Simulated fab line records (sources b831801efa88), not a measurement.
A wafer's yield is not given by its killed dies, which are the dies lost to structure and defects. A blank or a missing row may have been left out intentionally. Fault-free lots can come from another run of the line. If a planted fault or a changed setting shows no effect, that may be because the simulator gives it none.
Split-lot experiment || flow sfq line || 23 wafers read across 5 lots, on a route 325 steps long

== THE SPLIT ITSELF ==
At SFQ_TRILAYER_C5_LITHO_PEB_154 (peb time 60 s), the setting peb time s was moved away from the recipe's 60 s on 9 of the 23 wafers read, by -13.5% to +14.2%. The other wafers ran this setting at the recipe's value.

== BETWEEN THE SPLIT AND THE READING: the file shows 1 step in between ==
- SFQ_TRILAYER_C5_LITHO_DEVELOP_153: time 60 s

== THE READING ==
C5.cd nm (the simulator's own value, which no gauge read), in nm, at SFQ_TRILAYER_C5_BARC_OPEN_VIA_ETCH_210 (etches BARC in O2, target depth 125 nm, time 41.7 s). The file gives no usual value for it. The 14 wafers here that ran the recipe average 501.3 nm, standard deviation 0.95 nm.

{"wafer": "L078.1", "tool, chamber at the split": "litho track-01, 0", "peb time s as run, s": 53.18, "against the recipe": "-11.4%", "C5.cd nm, nm": 486.5, "against lot-mates on the recipe": -15.5}
{"wafer": "L078.2", "tool, chamber at the split": "litho track-01, 0", "peb time s as run, s": 60, "against the recipe": "recipe", "C5.cd nm, nm": 500.7, "against lot-mates on the recipe": "-"}
{"wafer": "L078.3", "tool, chamber at the split": "litho track-01, 0", "peb time s as run, s": 60, "against the recipe": "recipe", "C5.cd nm, nm": 501.7, "against lot-mates on the recipe": "-"}
{"wafer": "L078.4", "tool, chamber at the split": "litho track-01, 0", "peb time s as run, s": 53.18, "against the recipe": "-11.4%", "C5.cd nm, nm": 484.4, "against lot-mates on the recipe": -17.6}
{"wafer": "L078.5", "tool, chamber at the split": "litho track-01, 0", "peb time s as run, s": 60, "against the recipe": "recipe", "C5.cd nm, nm": 503.5, "against lot-mates on the recipe": "-"}
{"wafer": "L080.1", "tool, chamber at the split": "litho track-02, 0", "peb time s as run, s": 51.88, "against the recipe": "-13.5%", "C5.cd nm, nm": 479.8, "against lot-mates on the recipe": -22.2}
{"wafer": "L080.2", "tool, chamber at the split": "litho track-02, 0", "peb time s as run, s": 60, "against the recipe": "recipe", "C5.cd nm, nm": 502.7, "against lot-mates on the recipe": "-"}
{"wafer": "L080.3", "tool, chamber at the split": "litho track-02, 0", "peb time s as run, s": 60, "against the recipe": "recipe", "C5.cd nm, nm": 502.1, "against lot-mates on the recipe": "-"}
{"wafer": "L080.5", "tool, chamber at the split": "litho track-02, 0", "peb time s as run, s": 60, "against the recipe": "recipe", "C5.cd nm, nm": 501.2, "against lot-mates on the recipe": "-"}
{"wafer": "L080.6", "tool, chamber at the split": "litho track-02, 0", "peb time s as run, s": 51.88, "against the recipe": "-13.5%", "C5.cd nm, nm": 480.5, "against lot-mates on the recipe": -21.5}
{"wafer": "L079.1", "tool, chamber at the split": "litho track-03, 0", "peb time s as run, s": 60, "against the recipe": "recipe", "C5.cd nm, nm": 500.4, "against lot-mates on the recipe": "-"}
{"wafer": "L079.4", "tool, chamber at the split": "litho track-03, 0", "peb time s as run, s": 60, "against the recipe": "recipe", "C5.cd nm, nm": 501.2, "against lot-mates on the recipe": "-"}
{"wafer": "L079.5", "tool, chamber at the split": "litho track-03, 0", "peb time s as run, s": 60, "against the recipe": "recipe", "C5.cd nm, nm": 501.3, "against lot-mates on the recipe": "-"}
{"wafer": "L084.1", "tool, chamber at the split": "litho track-03, 0", "peb time s as run, s": 60, "against the recipe": "recipe", "C5.cd nm, nm": 500.7, "against lot-mates on the recipe": "-"}
{"wafer": "L084.2", "tool, chamber at the split": "litho track-03, 0", "peb time s as run, s": 53.7, "against the recipe": "-10.5%", "C5.cd nm, nm": 483.8, "against lot-mates on the recipe": -16.5}
{"wafer": "L084.3", "tool, chamber at the split": "litho track-03, 0", "peb time s as run, s": 60, "against the recipe": "recipe", "C5.cd nm, nm": 500.2, "against lot-mates on the recipe": "-"}
{"wafer": "L084.4", "tool, chamber at the split": "litho track-03, 0", "peb time s as run, s": 60, "against the recipe": "recipe", "C5.cd nm, nm": 500.1, "against lot-mates on the recipe": "-"}
{"wafer": "L084.5", "tool, chamber at the split": "litho track-03, 0", "peb time s as run, s": 53.7, "against the recipe": "-10.5%", "C5.cd nm, nm": 483.4, "against lot-mates on the recipe": -16.9}
{"wafer": "L085.1", "tool, chamber at the split": "litho track-01, 0", "peb time s as run, s": 68.53, "against the recipe": "+14.2%", "C5.cd nm, nm": 518.3, "against lot-mates on the recipe": "+17.2"}
{"wafer": "L085.2", "tool, chamber at the split": "litho track-01, 0", "peb time s as run, s": 68.53, "against the recipe": "+14.2%", "C5.cd nm, nm": 518.9, "against lot-mates on the recipe": "+17.9"}
{"wafer": "L085.3", "tool, chamber at the split": "litho track-01, 0", "peb time s as run, s": 60, "against the recipe": "recipe", "C5.cd nm, nm": 500.4, "against lot-mates on the recipe": "-"}
{"wafer": "L085.4", "tool, chamber at the split": "litho track-01, 0", "peb time s as run, s": 68.53, "against the recipe": "+14.2%", "C5.cd nm, nm": 517.1, "against lot-mates on the recipe": "+16.1"}
{"wafer": "L085.5", "tool, chamber at the split": "litho track-01, 0", "peb time s as run, s": 60, "against the recipe": "recipe", "C5.cd nm, nm": 501.7, "against lot-mates on the recipe": "-"}

THE FIT
A straight line over all 23 wafers: C5.cd nm changes by +1.37 nm for each +1% of peb time s; r = +0.99; the points scatter about the line by 1.6 nm.
The same after taking each lot's own level away (the mean of its wafers on the recipe; 23 wafers): +1.39 nm for each +1%; r = +0.99; scatter 1.5 nm.
The reading moves by 20 nm for the largest change in peb time s, on that fit.
Measured against the standard deviation above, the lots' own levels, which go from 500.33 to 502.00 nm, span 1.7 times it.
The two slopes are in agreement: the lot-to-lot level therefore moves the slope only a little.
Check: for one of the wafers moved furthest among these (+14.2%), held out of the fit, the line's prediction against its lot-mates is +19.4 nm. It came out at +17.2 nm against them.

== FILE'S OWN FIT ==
C5.cd nm changes by +1.44 nm for each +1% of peb time s, r = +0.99.
